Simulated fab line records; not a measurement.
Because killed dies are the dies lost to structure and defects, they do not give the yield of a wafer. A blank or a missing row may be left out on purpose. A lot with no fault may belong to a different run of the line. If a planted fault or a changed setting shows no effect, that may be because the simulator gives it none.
Matching of chambers | flow sky130 | 4 sister chambers for SKY_CONTACT_CMP_27 on cmp-01
The step polishes, stops on SiO2, t overpolish 15 s, target thk 0 nm. 4 wafers are shown with their chamber, then 7 later ones without.

== WAFERS, EACH WITH ITS CHAMBER ==
wafer  | chamber | motor current A (A)
L913.6 | 1       | 12.4
L920.4 | 0       | 9.8
L932.1 | 3       | 12.4
L932.4 | 2       | 9.4

== WAFERS WITH NO CHAMBER GIVEN ==
wafer  | motor current A (A)
L932.5 | 10.4
L933.1 | 11.8
L933.3 | 10.3
L933.4 | 9.7
L934.2 | 9.7
L934.3 | 10.1
L934.6 | 11.9

== EACH ONE'S CHAMBER ==
wafer  | from the rows above     | in truth
L932.5 | can't be placed: 0 or 2 | 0
L933.1 | can't be placed: 1 or 3 | 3
L933.3 | can't be placed: 0 or 2 | 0
L933.4 | can't be placed: 0 or 2 | 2
L934.2 | can't be placed: 0 or 2 | 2
L934.3 | can't be placed: 0 or 2 | 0
L934.6 | can't be placed: 1 or 3 | 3
Placed correctly: 0 of 7. Unplaceable from these rows: 7, with the true chamber sitting among the candidates in 7. Placed wrongly: 0.
How it was worked out, from the rows above alone: a wafer's distance from a chamber is the root of the sum, over the readings, of the square of ((its reading less the chamber's mean) divided by the reading's scatter). If the next closest chamber is less than 2 further off than the closest, the wafer can't be placed; otherwise it belongs to the closest. For every chamber, the mean is computed from those of its wafers that are shown. The scatter: with one shown wafer a chamber, the root of the mean of the squares of how far each hidden wafer lies from its nearest shown one.
